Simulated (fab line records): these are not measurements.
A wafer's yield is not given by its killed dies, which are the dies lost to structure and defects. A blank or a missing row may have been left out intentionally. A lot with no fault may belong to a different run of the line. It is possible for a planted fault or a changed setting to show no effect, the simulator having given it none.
Which tool did it? + flow sky130 + Sampling: 11 lots, 33 wafers, 4 of 708 route steps

== WHAT THE GAUGES SHOWED, per wafer ==
SKY_CAPM_RS_MEAS_03: uses a four-point probe to measure.
| lot  | measured     | on           | CAPM_TIN_RS (ohm/sq) |
|------|--------------|--------------|----------------------|
| L508 | day 37 00:20 | filmMetro-01 | 6.86 6.88 6.88       |
| L518 | day 40 05:19 | filmMetro-01 | 6.82 6.82 6.78       |
| L520 | day 41 02:03 | filmMetro-02 | 6.84 6.87 6.86       |
| L521 | day 41 03:30 | filmMetro-03 | 7.01 7.03 7.00       |
| L523 | day 41 17:57 | filmMetro-01 | 6.99 6.93 6.94       |
| L525 | day 41 22:59 | filmMetro-02 | 6.97 6.90 6.89       |
| L526 | day 42 10:53 | filmMetro-01 | 7.05 7.02 7.06       |
| L527 | day 42 16:13 | filmMetro-01 | 6.91 6.89 6.94       |
| L528 | day 43 04:21 | filmMetro-02 | 6.92 6.91 6.87       |
| L529 | day 43 09:40 | filmMetro-03 | 6.81 6.79 6.86       |
| L530 | day 43 12:15 | filmMetro-01 | 6.98 6.95 6.99       |

== WHICH TOOL RAN EACH LOT (tool, then ch and the chambers of the sampled wafers, then the start) ==
| lot  | SKY_METAL2_DESCUM_17             | SKY_VIA2_STRIP_16                   | SKY_METAL3_SPUTTER_04       |
|------|----------------------------------|-------------------------------------|-----------------------------|
| L508 | rieMetal-04 ch 0,1, day 35 19:25 | plasmaAsher-01 ch 0,1, day 36 22:41 | pvdSputter-01, day 37 00:05 |
| L518 | rieMetal-04 ch 0,1, day 39 01:23 | plasmaAsher-02 ch 0,1, day 40 03:41 | pvdSputter-01, day 40 05:04 |
| L520 | rieMetal-01 ch 0, day 39 22:18   | plasmaAsher-01 ch 0,1, day 41 00:23 | pvdSputter-02, day 41 01:47 |
| L521 | rieMetal-04 ch 0,1, day 39 23:45 | plasmaAsher-01 ch 0,1, day 41 01:53 | pvdSputter-02, day 41 03:16 |
| L523 | rieMetal-01 ch 0,1, day 40 14:29 | plasmaAsher-01 ch 0,1, day 41 16:19 | pvdSputter-02, day 41 17:39 |
| L525 | rieMetal-04 ch 0,1, day 40 19:11 | plasmaAsher-04 ch 0,1, day 41 21:22 | pvdSputter-04, day 41 22:42 |
| L526 | rieMetal-02 ch 0, day 41 08:56   | plasmaAsher-02 ch 0,1, day 42 09:14 | pvdSputter-02, day 42 10:37 |
| L527 | rieMetal-01 ch 0,1, day 41 13:15 | plasmaAsher-02 ch 0,1, day 42 14:32 | pvdSputter-04, day 42 15:56 |
| L528 | rieMetal-02 ch 0,1, day 42 01:37 | plasmaAsher-02 ch 0,1, day 43 02:44 | pvdSputter-01, day 43 04:07 |
| L529 | rieMetal-01 ch 0,1, day 42 06:37 | plasmaAsher-04 ch 0,1, day 43 07:55 | pvdSputter-04, day 43 09:23 |
| L530 | rieMetal-02 ch 0,1, day 42 09:26 | plasmaAsher-02 ch 1, day 43 10:38   | pvdSputter-02, day 43 12:01 |
- SKY_METAL2_DESCUM_17: chemistry O2, time 8 s.
- SKY_VIA2_STRIP_16: strips in O2/N2.
- SKY_METAL3_SPUTTER_04: material TiN, target thk 70 nm, time 58.3 s.

== WHAT THE TOOLS THEMSELVES READ (means of the sampled wafers that have a number; where no wafer has one, the mark that the record gives instead) ==
SKY_METAL2_DESCUM_17.
| lot  | tool        | chamberPressureMTorr (mTorr) | drypumpMotorCurrentA (A) | oesProductAu (a.u.) |
|------|-------------|------------------------------|--------------------------|---------------------|
| L508 | rieMetal-04 | 10.007                       | 6.0                      | 1.002               |
| L518 | rieMetal-04 | 10.003                       | 6.0                      | 1.009               |
| L520 | rieMetal-01 | 9.996                        | 6.4                      | 0.990               |
| L521 | rieMetal-04 | 9.997                        | 6.0                      | 1.010               |
| L523 | rieMetal-01 | 10.005                       | 5.7                      | 0.990               |
| L525 | rieMetal-04 | 10.002                       | 5.9                      | 1.008               |
| L526 | rieMetal-02 | 9.985                        | 6.3                      | 0.996               |
| L527 | rieMetal-01 | 10.005                       | 5.7                      | 0.991               |
| L528 | rieMetal-02 | 10.002                       | 5.8                      | 0.997               |
| L529 | rieMetal-01 | 10.011                       | 5.7                      | 0.990               |
| L530 | rieMetal-02 | 9.998                        | 6.0                      | 0.994               |

SKY_VIA2_STRIP_16.
| lot  | tool           | chamberPressureMTorr (mTorr) | drypumpMotorCurrentA (A) | oesProductAu (a.u.) | stripTimeToEndpointS (s) |
|------|----------------|------------------------------|--------------------------|---------------------|--------------------------|
| L508 | plasmaAsher-01 | 1500.8                       | 5.57                     | 0.399               | 4.047                    |
| L518 | plasmaAsher-02 | 1499.9                       | 5.44                     | 0.400               | 4.066                    |
| L520 | plasmaAsher-01 | 1500.8                       | 5.57                     | 0.399               | 4.068                    |
| L521 | plasmaAsher-01 | 1500.8                       | 5.67                     | 0.394               | 4.042                    |
| L523 | plasmaAsher-01 | 1499.8                       | 5.57                     | 0.402               | 4.069                    |
| L525 | plasmaAsher-04 | 1500.5                       | 5.52                     | 0.401               | 4.061                    |
| L526 | plasmaAsher-02 | 1498.5                       | 5.45                     | 0.399               | 4.059                    |
| L527 | plasmaAsher-02 | 1502.2                       | 5.69                     | 0.404               | 4.036                    |
| L528 | plasmaAsher-02 | 1498.1                       | 5.67                     | 0.400               | 4.026                    |
| L529 | plasmaAsher-04 | 1499.7                       | 5.55                     | 0.403               | 4.062                    |
| L530 | plasmaAsher-02 | 1501.8                       | 5.93                     | 0.396               | 4.046                    |

SKY_METAL3_SPUTTER_04.
| lot  | tool          | cathodeDcPowerW (W) | chamberPressurePa (Pa) | throttleValvePct (%) |
|------|---------------|---------------------|------------------------|----------------------|
| L508 | pvdSputter-01 | 6500.5              | 0.3994                 | 29.8                 |
| L518 | pvdSputter-01 | 6499.7              | 0.4165                 | 29.8                 |
| L520 | pvdSputter-02 | 6500.2              | 0.4005                 | 30.1                 |
| L521 | pvdSputter-02 | 6500.0              | 0.4009                 | 30.7                 |
| L523 | pvdSputter-02 | 6500.2              | 0.4002                 | 30.4                 |
| L525 | pvdSputter-04 | 6498.7              | 0.4000                 | 31.0                 |
| L526 | pvdSputter-02 | 6499.2              | 0.4000                 | 30.3                 |
| L527 | pvdSputter-04 | 6500.9              | 0.4001                 | 29.2                 |
| L528 | pvdSputter-01 | 6500.6              | 0.3999                 | 30.7                 |
| L529 | pvdSputter-04 | 6499.3              | 0.4002                 | 30.1                 |
| L530 | pvdSputter-02 | 6499.4              | 0.4005                 | 30.2                 |

== THE ANSWER, worked out from the rows above alone ==
Rule: the lots themselves supply what counts as usual. Put in order of their means at a reading, lots are off if they are a third of the lots or fewer, leave a main group of 4 or more, and stand apart from it by a gap of 3 or more times the standard deviation of the main group's means; of several such gaps the widest counts. A main group whose means are all the same, to the digits that the tables above print for the reading, isn't used. Also off: a lot with no number at a reading for which 4 or more lots have one. Where the step has rows for the other lots, those lots are counted as sound. After the gauges, taken in route order, come the tools' own readings; for these a lot's mean is taken, as printed above. The first step at which some lot is off is used, and at that step the reading that is off furthest; a lot without a number counts as furthest.
Off, at SKY_METAL3_SPUTTER_04 on chamberPressurePa: L518. The main group: mean 0.4002 Pa, standard deviation 0.00038.
A tool fits if, at that step or a process step before it, it ran every lot that is off, and no sound lot after the first of them. Of those tried, none fits.

== WHAT THE SIMULATOR PUT IN ==
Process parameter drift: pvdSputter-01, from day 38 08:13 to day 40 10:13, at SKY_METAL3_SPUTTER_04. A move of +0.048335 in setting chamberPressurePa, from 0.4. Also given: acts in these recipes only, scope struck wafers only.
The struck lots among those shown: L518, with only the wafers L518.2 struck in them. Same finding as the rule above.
